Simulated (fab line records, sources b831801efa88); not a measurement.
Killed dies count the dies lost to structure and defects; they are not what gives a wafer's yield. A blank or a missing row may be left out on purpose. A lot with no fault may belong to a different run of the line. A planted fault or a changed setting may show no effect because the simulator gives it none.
2 desks looking at one fault ; flow gf180mcu ; each desk has only its own numbers; what lay behind them comes last

DESK OF THE TOOL OWNER: pvd sputter-02
At GF_M1_SPUTTER_04 (material TiN, target thk 50 nm, time 41.7 s) the tool's own readings: per lot run on this tool, the mean of the sampled wafers that have a number. The brackets show how far a lot's mean lies from the usual mean; more than 4 standard deviations puts the lot out of limits, marked OUT.
Columns: A = cathode dc power W at GF_M1_SPUTTER_04, usual 6499.9 W; B = throttle valve pct at GF_M1_SPUTTER_04, usual 29.9 %
lot;first seen here;A;B
L125;day 16 07:26;6498.7;30.2
L128;day 17 10:39;6499.9;30.4
L133;day 19 04:22;6500.2;29.6
L135;day 20 03:24;6500.0;30.4
L136;day 20 07:00;6500.4;30.3
L144;day 23 08:21;6498.9;30.2
L145;day 23 13:52;6500.3;29.9
This desk's finding: nothing out of limits on any of the 7 lots.

THE METROLOGY DESK
What the gauges read for every lot (on any tool): the sampled wafers with a number, averaged. The brackets show how far a lot's mean lies from the usual mean; more than 4 standard deviations puts the lot out of limits, marked OUT.
Columns: A = SALICIDE_TIN_RS at GF_SALICIDE_RS_MEAS_04, usual 16.31 ohm/sq; B = M1_ALCU_THK at GF_M1_THK_MEAS_06, usual 443 nm
lot;first seen here;A;B
L125;day 15 06:59;16.45;446
L127;day 16 07:31;16.24;448
L128;day 16 09:56;16.25;449
L133;day 18 01:47;16.02;437
L135;day 19 00:47;16.51;451
L136;day 19 03:49;16.04;450
L137;day 20 03:30;16.17;459
L142;day 21 16:10;16.66;440
L144;day 22 06:40;16.16;420
L145;day 22 12:43;16.19;432
L147;day 23 13:21;16.57;439
This desk's finding: nothing out of limits on any of the 11 lots.

ALL TOGETHER
Nothing out of limits was seen by the tool owner's desk.
The metrology desk saw nothing out of limits.

WHAT THE SIMULATOR PUT IN
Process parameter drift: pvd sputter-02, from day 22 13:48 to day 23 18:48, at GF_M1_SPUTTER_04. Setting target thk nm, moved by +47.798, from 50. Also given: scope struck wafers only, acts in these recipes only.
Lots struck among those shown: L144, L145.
